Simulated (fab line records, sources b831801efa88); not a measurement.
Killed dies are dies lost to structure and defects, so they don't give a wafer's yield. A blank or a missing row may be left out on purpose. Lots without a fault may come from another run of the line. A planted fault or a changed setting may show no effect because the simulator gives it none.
Which tool did it? | flow gf180mcu | 13 lots, 39 wafers sampled, at 2 steps of a route of 602

WHAT THE GAUGES READ, wafer by wafer
GF_V4_RS_MEAS_24: measures by four-point-probe.
lot  | measured     | on            | V4_W_RS (ohm/sq)
L866 | day 24 17:48 | film_metro-02 | 0.334 0.327 0.329
L868 | day 25 06:06 | film_metro-03 | 0.321 0.325 0.329
L870 | day 26 04:28 | film_metro-02 | 0.333 0.336 0.336
L872 | day 26 19:59 | film_metro-04 | 0.323 0.322 0.322
L876 | day 28 03:43 | film_metro-04 | 0.327 0.327 0.330
L877 | day 28 10:52 | film_metro-02 | 0.327 0.326 0.325
L878 | day 28 17:01 | film_metro-02 | 0.334 0.335 0.334
L879 | day 28 20:23 | film_metro-02 | 0.324 0.326 0.325
L880 | day 29 09:52 | film_metro-04 | 0.324 0.325 0.330
L882 | day 29 14:19 | film_metro-04 | 0.332 0.327 0.327
L883 | day 29 22:16 | film_metro-04 | 0.326 0.331 0.329
L885 | day 30 02:29 | film_metro-04 | 0.332 0.331 0.334
L888 | day 30 23:56 | film_metro-04 | 0.326 0.326 0.326

WHICH TOOL RAN EACH LOT (tool, then ch and the chambers of the sampled wafers, then the start)
lot  | GF_V4_SPUTTER_21
L866 | pvd_sputter-02, day 24 17:33
L868 | pvd_sputter-01, day 25 05:53
L870 | pvd_sputter-04, day 26 04:07
L872 | pvd_sputter-01, day 26 19:47
L876 | pvd_sputter-02, day 28 03:31
L877 | pvd_sputter-04, day 28 10:39
L878 | pvd_sputter-01, day 28 16:46
L879 | pvd_sputter-02, day 28 20:07
L880 | pvd_sputter-04, day 29 09:39
L882 | pvd_sputter-02, day 29 14:06
L883 | pvd_sputter-01, day 29 22:01
L885 | pvd_sputter-01, day 30 02:17
L888 | pvd_sputter-02, day 30 23:41
- GF_V4_SPUTTER_21: material Ti, target thk 15 nm, time 80.02 s.

WHAT THE TOOLS THEMSELVES READ (means of the sampled wafers that have a number; where no wafer has one, the mark that the record gives instead)
GF_V4_SPUTTER_21.
lot  | tool           | chamber_pressure_pa (Pa) | throttle_valve_pct (%)
L866 | pvd_sputter-02 | 5.012                    | 29.5
L868 | pvd_sputter-01 | 4.992                    | 29.9
L870 | pvd_sputter-04 | 4.994                    | 29.0
L872 | pvd_sputter-01 | 5.005                    | 29.9
L876 | pvd_sputter-02 | 5.001                    | 28.4
L877 | pvd_sputter-04 | 5.007                    | 29.9
L878 | pvd_sputter-01 | 5.004                    | 31.1
L879 | pvd_sputter-02 | 5.004                    | 28.9
L880 | pvd_sputter-04 | 4.997                    | 30.0
L882 | pvd_sputter-02 | 4.999                    | 29.2
L883 | pvd_sputter-01 | 4.996                    | 30.2
L885 | pvd_sputter-01 | 5.002                    | 30.4
L888 | pvd_sputter-02 | 5.006                    | 28.9

THE ANSWER, worked out from the rows above alone
Rule: what is usual is taken from the lots themselves. Put in order of their means at a reading, lots are off if they are a third of the lots or fewer, leave a main group of 4 or more, and stand apart from it by a gap of 3 or more times the standard deviation of the main group's means; of several such gaps the widest counts. A main group whose means are all the same, to the digits that the tables above print for the reading, isn't used. A lot without any number at a reading at which 4 lots or more have one is off too. The other lots that the step has rows for count as sound. The gauges are gone through in route order, then the tools' own readings, and for those a lot's mean is taken as printed above. The first step at which some lot is off is used, and at that step the reading that is off furthest; a lot without a number counts as furthest.
No lot is off at any reading shown: from this, nothing can be told.

WHAT THE SIMULATOR HAD PUT IN
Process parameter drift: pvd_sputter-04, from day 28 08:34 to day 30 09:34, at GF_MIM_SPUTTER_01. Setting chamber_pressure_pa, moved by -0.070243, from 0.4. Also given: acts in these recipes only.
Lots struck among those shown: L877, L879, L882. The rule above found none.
